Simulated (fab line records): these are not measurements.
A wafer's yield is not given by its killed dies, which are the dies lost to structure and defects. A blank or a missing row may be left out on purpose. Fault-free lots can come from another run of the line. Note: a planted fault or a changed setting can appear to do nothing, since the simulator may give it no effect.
Problem report, 8D (eight disciplines) form, completed by code :: flow sky130 :: the parts of the form that need people (team, actions taken, sign-off) are left out

== 1. WHAT IS WRONG ==
Wafers without a fault read 4000.0 W, standard deviation 0.71; cathode dc power W at SKY_VIA2_SPUTTER_20 reads a mean of 3520.4 W on 6 wafers belonging to 2 lots. So: -99 or more standard deviations from the usual mean.
The step: material TiN, target thk 20 nm, time 80 s.
The first sign was on wafer L259.4 at day 40 15:31, on pvd sputter-04. At this step, 18 wafers from 6 lots have a number in the record. Rule for "out" (also "out of limits"): further than 4 standard deviations from the usual mean. All remaining wafers that have a number are taken as sound.

== 2. WHAT IT IS, WHAT IT ISN'T ==
question: which readings at this step
is: cathode dc power W
is not: chamber pressure pa, throttle valve pct

question: which lots
is: L259, L261
is not: L251, L255, L268, L270

question: which wafers of those lots
is: all that have a number
is not: -

question: read on which tools
is: pvd sputter-04
is not: pvd sputter-02

question: when
is: from day 40 15:31
is not: up to then (6 sound wafers); but 6 sound wafers of L268, L270 came after

== 3. SUSPECTS, AND WHAT RULES EACH OUT ==
Counting: a tool stays on the suspect list if, at a process step up to the reading, it processed all lots that are out and no sound lot following the first of them.
- rie diel-01 at SKY_VIA2_ETCH_14 (etches BARC in N2/H2, stops on SiO2, time 45.9 s, target depth 60 nm): kept. Every lot that is out went through it, starting with L259 (day 40 14:49), and after that it ran no sound lot; the last sound lot it ran before then is L255 (day 40 09:55).
- rie diel-01 at SKY_VIA2_ETCH_15 (etches SiO2 in C4F8/O2/Ar, stops on TiN, target depth 546 nm, time 84 s): kept. Every lot that is out went through it, starting with L259 (day 40 14:52), and after that it ran no sound lot; the last sound lot it ran before then is L255 (day 40 09:57).
- pvd sputter-04 at SKY_VIA2_SPUTTER_20 (material TiN, target thk 20 nm, time 80 s): kept. Every lot that is out went through it, starting with L259 (day 40 15:31), and after that it ran no sound lot; the last sound lot it ran before then is L255 (day 40 10:40). Its own cathode dc power W readings are out on those wafers.
Left after counting: rie diel-01 at SKY_VIA2_ETCH_14, rie diel-01 at SKY_VIA2_ETCH_15, pvd sputter-04 at SKY_VIA2_SPUTTER_20.

== 4. THE CAUSE (what the simulator had put in) ==
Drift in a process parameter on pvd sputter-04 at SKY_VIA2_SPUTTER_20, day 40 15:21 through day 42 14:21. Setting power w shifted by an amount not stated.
Of the 3 suspects that counting leaves, this tool is one.

== 5. SEQUENCE OF EFFECTS, ordered by route ==
Rows list readings where the struck wafers' mean (over those with a number) sits beyond 3 standard deviations from the usual. Scope: only readings with a usual standard deviation given in the record; hours: median across lots of the time from each lot's start at the first step in this table that gives one to its start at this step; sigmas: change in usual standard deviations.
hours: 0
step: SKY_VIA2_SPUTTER_20
reading: cathode dc power W
usual: 4000.0 W
on struck wafers: 3520.4
change: -479.6
sigmas: -99 or more
Its process steps:
- SKY_VIA2_SPUTTER_20: material TiN, target thk 20 nm, time 80 s.

== 6. HOW IT WOULD HAVE BEEN CAUGHT EARLIER ==
In this record no reading fell out of limits until day 40 15:31, 0 hours after the fault had begun at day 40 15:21.
